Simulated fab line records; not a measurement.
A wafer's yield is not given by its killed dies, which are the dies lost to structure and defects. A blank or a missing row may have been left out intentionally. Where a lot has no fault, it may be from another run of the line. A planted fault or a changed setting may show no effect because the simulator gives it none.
Matching of chambers / flow gf180mcu / rie-diel-01 running GF_V5_ETCH_16: 4 sister chambers
The step etches BARC in N2/H2. 4 wafers are shown with their chamber, then 12 later ones without.

== EACH WAFER AND ITS CHAMBER ==
wafer=L088.5; chamber=3; drypump-motor-current-A (A)=6.4
wafer=L094.1; chamber=2; drypump-motor-current-A (A)=6.4
wafer=L094.2; chamber=1; drypump-motor-current-A (A)=5.5
wafer=L094.3; chamber=0; drypump-motor-current-A (A)=5.2

== WAFERS WHOSE CHAMBER IS MISSING ==
wafer=L094.4; drypump-motor-current-A (A)=6.4
wafer=L094.5; drypump-motor-current-A (A)=5.1
wafer=L094.6; drypump-motor-current-A (A)=6.4
wafer=L095.1; drypump-motor-current-A (A)=5.1
wafer=L095.2; drypump-motor-current-A (A)=6.4
wafer=L095.4; drypump-motor-current-A (A)=5.6
wafer=L096.2; drypump-motor-current-A (A)=5.2
wafer=L096.3; drypump-motor-current-A (A)=5.5
wafer=L096.6; drypump-motor-current-A (A)=6.4
wafer=L097.1; drypump-motor-current-A (A)=6.4
wafer=L097.2; drypump-motor-current-A (A)=5.6
wafer=L097.5; drypump-motor-current-A (A)=6.4

== EACH ONE'S CHAMBER ==
wafer=L094.4; from the rows above=can't be placed: 2 or 3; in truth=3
wafer=L094.5; from the rows above=0; in truth=0
wafer=L094.6; from the rows above=can't be placed: 2 or 3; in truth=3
wafer=L095.1; from the rows above=0; in truth=0
wafer=L095.2; from the rows above=can't be placed: 2 or 3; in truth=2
wafer=L095.4; from the rows above=1; in truth=1
wafer=L096.2; from the rows above=0; in truth=0
wafer=L096.3; from the rows above=1; in truth=1
wafer=L096.6; from the rows above=can't be placed: 2 or 3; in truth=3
wafer=L097.1; from the rows above=can't be placed: 2 or 3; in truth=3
wafer=L097.2; from the rows above=1; in truth=1
wafer=L097.5; from the rows above=can't be placed: 2 or 3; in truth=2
Placed correctly: 6 of 12. Not placeable from these rows: 6 (in 6, the candidates include the true chamber). Placed wrongly: 0.
How it was worked out, from the rows above alone: a wafer's distance from a chamber is the root of the sum, over the readings, of the square of ((its reading less the chamber's mean) divided by the reading's scatter). If the next closest chamber is less than 2 further off than the closest, the wafer can't be placed; otherwise it belongs to the closest. Each chamber's mean is taken over the wafers shown for it. The scatter (one wafer shown for each chamber): square how far every hidden wafer sits from the nearest shown wafer, average those squares and take the square root.
